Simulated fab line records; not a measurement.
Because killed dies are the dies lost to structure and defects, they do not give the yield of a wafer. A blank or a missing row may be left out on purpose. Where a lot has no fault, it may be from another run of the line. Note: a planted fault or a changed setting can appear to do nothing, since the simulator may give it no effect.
Which tool is to blame? -- flow sky130 -- 11 lots with 33 wafers sampled at 3 steps, on a route of 708 steps

WHAT THE GAUGES READ, wafer by wafer
SKY_POLY_GATE_THK_MEAS_21.
lot,measured,on,POLY_GATE_OXIDATION_THK (nm)
L871,day 16 02:03,filmMetro-01,3.94 4.02 3.89
L872,day 16 21:06,filmMetro-04,4.08 4.04 4.04
L874,day 17 08:08,filmMetro-01,3.96 3.97 3.97
L875,day 17 16:37,filmMetro-02,4.02 4.01 4.03
L877,day 18 18:38,filmMetro-01,3.99 4.03 3.93
L883,day 20 22:35,filmMetro-02,3.87 3.92 3.81
L885,day 21 17:08,filmMetro-04,4.59 4.59 4.60
L886,day 21 21:42,filmMetro-02,4.56 4.57 4.55
L888,day 22 14:58,filmMetro-02,3.90 4.00 3.97
L889,day 22 22:48,filmMetro-02,4.16 4.04 4.08
L893,day 24 02:42,filmMetro-01,4.08 3.98 3.97

TOOL THAT RAN EACH LOT (tool first, then ch and the chambers of the sampled wafers, then the start)
lot,SKY_POLY_GATE_ETCH_15,SKY_POLY_GATE_OXIDATION_20
L871,"rieDiel-03 ch 0,2, day 15 22:25","furnace-01 ch 0, day 16 00:47"
L872,"rieDiel-02 ch 0,2,3, day 16 17:01","furnace-02 ch 0, day 16 19:50"
L874,"rieDiel-02 ch 0,1,2, day 17 04:10","furnace-01 ch 0, day 17 06:53"
L875,"rieDiel-03 ch 1,2,3, day 17 14:05","furnace-01 ch 0, day 17 15:22"
L877,"rieDiel-02 ch 0,2,3, day 18 15:01","furnace-02 ch 0, day 18 17:22"
L883,"rieDiel-04 ch 1,2,3, day 20 20:56","furnace-01 ch 0, day 20 21:19"
L885,"rieDiel-03 ch 0,1,3, day 21 15:29","furnace-01 ch 0, day 21 15:52"
L886,"rieDiel-02 ch 0,3, day 21 20:04","furnace-01 ch 0, day 21 20:27"
L888,"rieDiel-03 ch 0,1,3, day 22 12:58","furnace-02 ch 0, day 22 13:43"
L889,"rieDiel-02 ch 2,3, day 22 18:43","furnace-02 ch 0, day 22 21:33"
L893,"rieDiel-04 ch 1,3, day 24 01:04","furnace-02 ch 0, day 24 01:27"
- SKY_POLY_GATE_ETCH_15: etches BARC in N2/H2, stops on SiO2, time 118.5 s, target depth 110 nm.
- SKY_POLY_GATE_OXIDATION_20: stabilise 600 s, purge 300 s, target thk 4 nm.

THE ANSWER, worked out from the rows above alone
Rule: usual is defined by the lots themselves. Put in order of their means at a reading, lots are off if they are a third of the lots or fewer, leave a main group of 4 or more, and stand apart from it by a gap of 3 or more times the standard deviation of the main group's means; of several such gaps the widest counts. If all means in a main group match to the digits the tables above print for the reading, that group is not used. Also off: a lot with no number at a reading for which 4 or more lots have one. Any other lot the step has rows for is counted as sound.
Off: at SKY_POLY_GATE_THK_MEAS_21 (POLY_GATE_OXIDATION_THK), L885, L886. The main group has a mean of 3.99 nm with a standard deviation of 0.062.
A tool fits if, at a process step before that reading, it ran every lot that is off, and no sound lot after the first of them. Gauges at SKY_POLY_GATE_THK_MEAS_21: tried the same way as those tools. One candidate fits, namely furnace-01 at SKY_POLY_GATE_OXIDATION_20. A fault onset in the window from L883 (day 20 21:19, its last sound lot) to L885 (day 21 15:52, its first lot off) fits.

WHAT WAS PUT IN BY THE SIMULATOR
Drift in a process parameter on furnace-01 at SKY_POLY_GATE_OXIDATION_20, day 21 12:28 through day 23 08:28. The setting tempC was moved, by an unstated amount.
Struck lots among those shown: L885, L886. The same result came from the rule above.
